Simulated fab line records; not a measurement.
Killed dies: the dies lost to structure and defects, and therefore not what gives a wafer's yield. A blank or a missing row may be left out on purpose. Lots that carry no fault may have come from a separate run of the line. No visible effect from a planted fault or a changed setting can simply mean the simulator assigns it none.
Which of the tools did it? || flow sky130 || Sampling: 12 lots, 36 wafers, 3 of 708 route steps

## WHAT THE GAUGES READ, wafer by wafer
SKY_SD_N_RS_MEAS_18: measurement is done with a four-point probe.
{"lot": "L228", "measured": "day 28 06:22", "on": "filmMetro-02", "RES_XHIGH_RS (ohm/sq)": "334.6 334.2 334.2"}
{"lot": "L229", "measured": "day 28 20:01", "on": "filmMetro-03", "RES_XHIGH_RS (ohm/sq)": "333.1 333.2 333.2"}
{"lot": "L233", "measured": "day 30 12:52", "on": "filmMetro-02", "RES_XHIGH_RS (ohm/sq)": "331.9 332.8 332.4"}
{"lot": "L235", "measured": "day 30 13:30", "on": "filmMetro-04", "RES_XHIGH_RS (ohm/sq)": "331.5 333.5 332.9"}
{"lot": "L238", "measured": "day 31 14:20", "on": "filmMetro-04", "RES_XHIGH_RS (ohm/sq)": "333.2 332.9 333.3"}
{"lot": "L239", "measured": "day 31 19:04", "on": "filmMetro-04", "RES_XHIGH_RS (ohm/sq)": "334.3 334.7 335.0"}
{"lot": "L242", "measured": "day 32 22:19", "on": "filmMetro-04", "RES_XHIGH_RS (ohm/sq)": "332.0 334.3 334.5"}
{"lot": "L244", "measured": "day 33 15:19", "on": "filmMetro-03", "RES_XHIGH_RS (ohm/sq)": "334.8 334.6 334.9"}
{"lot": "L246", "measured": "day 34 15:52", "on": "filmMetro-04", "RES_XHIGH_RS (ohm/sq)": "331.8 331.2 333.1"}
{"lot": "L248", "measured": "day 34 21:44", "on": "filmMetro-04", "RES_XHIGH_RS (ohm/sq)": "332.7 333.4 333.6"}
{"lot": "L249", "measured": "day 34 23:37", "on": "filmMetro-03", "RES_XHIGH_RS (ohm/sq)": "332.9 335.5 332.5"}
{"lot": "L250", "measured": "day 35 19:49", "on": "filmMetro-04", "RES_XHIGH_RS (ohm/sq)": "332.8 333.6 333.1"}

## WHAT TOOL EACH LOT RAN ON (gives the tool, then ch and the chambers of the sampled wafers, and finally the start)
{"lot": "L228", "SKY_FIELD_ISO_ETCH_14": "rieDiel-03 ch 0,1,3, day 2 10:23", "SKY_LDD_N_EXPOSE_04": "ilineStepper-02 ch 0, day 17 10:46"}
{"lot": "L229", "SKY_FIELD_ISO_ETCH_14": "rieDiel-04 ch 0,1,2, day 2 13:49", "SKY_LDD_N_EXPOSE_04": "ilineStepper-02 ch 0, day 17 18:53"}
{"lot": "L233", "SKY_FIELD_ISO_ETCH_14": "rieDiel-01 ch 0,2,3, day 3 16:49", "SKY_LDD_N_EXPOSE_04": "ilineStepper-01 ch 0, day 19 18:51"}
{"lot": "L235", "SKY_FIELD_ISO_ETCH_14": "rieDiel-04 ch 0,1,3, day 3 23:11", "SKY_LDD_N_EXPOSE_04": "ilineStepper-01 ch 0, day 19 21:34"}
{"lot": "L238", "SKY_FIELD_ISO_ETCH_14": "rieDiel-03 ch 0,2,3, day 4 13:18", "SKY_LDD_N_EXPOSE_04": "ilineStepper-02 ch 0, day 21 01:16"}
{"lot": "L239", "SKY_FIELD_ISO_ETCH_14": "rieDiel-04 ch 2,3, day 4 18:30", "SKY_LDD_N_EXPOSE_04": "ilineStepper-01 ch 0, day 21 07:53"}
{"lot": "L242", "SKY_FIELD_ISO_ETCH_14": "rieDiel-01 ch 0,2,3, day 5 10:28", "SKY_LDD_N_EXPOSE_04": "ilineStepper-01 ch 0, day 22 14:07"}
{"lot": "L244", "SKY_FIELD_ISO_ETCH_14": "rieDiel-01 ch 0,2,3, day 5 22:20", "SKY_LDD_N_EXPOSE_04": "ilineStepper-02 ch 0, day 23 10:50"}
{"lot": "L246", "SKY_FIELD_ISO_ETCH_14": "rieDiel-04 ch 0,1,3, day 6 08:19", "SKY_LDD_N_EXPOSE_04": "ilineStepper-01 ch 0, day 24 14:09"}
{"lot": "L248", "SKY_FIELD_ISO_ETCH_14": "rieDiel-04 ch 0,2,3, day 6 18:17", "SKY_LDD_N_EXPOSE_04": "ilineStepper-01 ch 0, day 24 18:19"}
{"lot": "L249", "SKY_FIELD_ISO_ETCH_14": "rieDiel-01 ch 1,2,3, day 6 22:41", "SKY_LDD_N_EXPOSE_04": "ilineStepper-02 ch 0, day 24 21:38"}
{"lot": "L250", "SKY_FIELD_ISO_ETCH_14": "rieDiel-03 ch 1,2, day 7 04:34", "SKY_LDD_N_EXPOSE_04": "ilineStepper-01 ch 0, day 25 22:58"}
- SKY_FIELD_ISO_ETCH_14: etches BARC in N2/H2, stops on SiO2, time 45.9 s, target depth 60 nm.
- SKY_LDD_N_EXPOSE_04: exposes mask NTM, target cd 840 nm.

## WHAT THE TOOLS THEMSELVES READ (means of the sampled wafers that have a number; where no wafer has one, the mark that the record gives instead)
SKY_FIELD_ISO_ETCH_14.
{"lot": "L228", "tool": "rieDiel-03", "chamberPressureMTorr (mTorr)": 29.995, "drypumpMotorCurrentA (A)": 6.2, "oesProductAu (a.u.)": 0.853, "throttleValvePct (%)": 13.219}
{"lot": "L229", "tool": "rieDiel-04", "chamberPressureMTorr (mTorr)": 29.997, "drypumpMotorCurrentA (A)": 5.9, "oesProductAu (a.u.)": 0.852, "throttleValvePct (%)": 13.219}
{"lot": "L233", "tool": "rieDiel-01", "chamberPressureMTorr (mTorr)": 29.989, "drypumpMotorCurrentA (A)": 5.5, "oesProductAu (a.u.)": 0.861, "throttleValvePct (%)": 13.235}
{"lot": "L235", "tool": "rieDiel-04", "chamberPressureMTorr (mTorr)": 29.985, "drypumpMotorCurrentA (A)": 5.8, "oesProductAu (a.u.)": 0.860, "throttleValvePct (%)": 13.224}
{"lot": "L238", "tool": "rieDiel-03", "chamberPressureMTorr (mTorr)": 30.029, "drypumpMotorCurrentA (A)": 6.2, "oesProductAu (a.u.)": 0.854, "throttleValvePct (%)": 13.234}
{"lot": "L239", "tool": "rieDiel-04", "chamberPressureMTorr (mTorr)": 29.993, "drypumpMotorCurrentA (A)": 6.2, "oesProductAu (a.u.)": 0.860, "throttleValvePct (%)": 13.222}
{"lot": "L242", "tool": "rieDiel-01", "chamberPressureMTorr (mTorr)": 29.980, "drypumpMotorCurrentA (A)": 5.5, "oesProductAu (a.u.)": 0.848, "throttleValvePct (%)": 13.224}
{"lot": "L244", "tool": "rieDiel-01", "chamberPressureMTorr (mTorr)": 29.998, "drypumpMotorCurrentA (A)": 5.5, "oesProductAu (a.u.)": 0.854, "throttleValvePct (%)": 13.226}
{"lot": "L246", "tool": "rieDiel-04", "chamberPressureMTorr (mTorr)": 30.016, "drypumpMotorCurrentA (A)": 5.8, "oesProductAu (a.u.)": 0.854, "throttleValvePct (%)": 13.222}
{"lot": "L248", "tool": "rieDiel-04", "chamberPressureMTorr (mTorr)": 29.992, "drypumpMotorCurrentA (A)": 5.8, "oesProductAu (a.u.)": 0.858, "throttleValvePct (%)": 13.216}
{"lot": "L249", "tool": "rieDiel-01", "chamberPressureMTorr (mTorr)": 29.969, "drypumpMotorCurrentA (A)": 5.6, "oesProductAu (a.u.)": 0.860, "throttleValvePct (%)": 13.231}
{"lot": "L250", "tool": "rieDiel-03", "chamberPressureMTorr (mTorr)": 30.015, "drypumpMotorCurrentA (A)": 5.6, "oesProductAu (a.u.)": 0.850, "throttleValvePct (%)": 13.219}

SKY_LDD_N_EXPOSE_04.
{"lot": "L228", "tool": "ilineStepper-02", "reticleTempC (C)": 23.06}
{"lot": "L229", "tool": "ilineStepper-02", "reticleTempC (C)": 23.10}
{"lot": "L233", "tool": "ilineStepper-01", "reticleTempC (C)": 22.97}
{"lot": "L235", "tool": "ilineStepper-01", "reticleTempC (C)": 23.07}
{"lot": "L238", "tool": "ilineStepper-02", "reticleTempC (C)": 23.06}
{"lot": "L239", "tool": "ilineStepper-01", "reticleTempC (C)": 23.01}
{"lot": "L242", "tool": "ilineStepper-01", "reticleTempC (C)": 23.04}
{"lot": "L244", "tool": "ilineStepper-02", "reticleTempC (C)": 23.07}
{"lot": "L246", "tool": "ilineStepper-01", "reticleTempC (C)": 23.02}
{"lot": "L248", "tool": "ilineStepper-01", "reticleTempC (C)": 23.05}
{"lot": "L249", "tool": "ilineStepper-02", "reticleTempC (C)": 23.07}
{"lot": "L250", "tool": "ilineStepper-01", "reticleTempC (C)": 23.00}

## THE ANSWER, worked out from the rows above alone
Rule: usual is defined by the lots themselves. The widest of any qualifying gaps counts: lots, ordered by their means at a reading, are off when they make up no more than a third of the lots, leave a main group of 4 or more, and stand apart from it by 3 or more times the standard deviation of that group's means. If all means in a main group match to the digits the tables above print for the reading, that group is not used. A lot without any number at a reading at which 4 lots or more have one is off too. Any other lot the step has rows for is counted as sound. Order of review: gauges by route order, followed by the tools' own readings, for which a lot's mean as printed above is used. At the first step where some lot is off, the reading lying furthest off is the one used; lots without a number count as furthest.
None of the lots is off at any reading shown; this tells nothing.

## WHAT HAD BEEN PUT IN BY THE SIMULATOR
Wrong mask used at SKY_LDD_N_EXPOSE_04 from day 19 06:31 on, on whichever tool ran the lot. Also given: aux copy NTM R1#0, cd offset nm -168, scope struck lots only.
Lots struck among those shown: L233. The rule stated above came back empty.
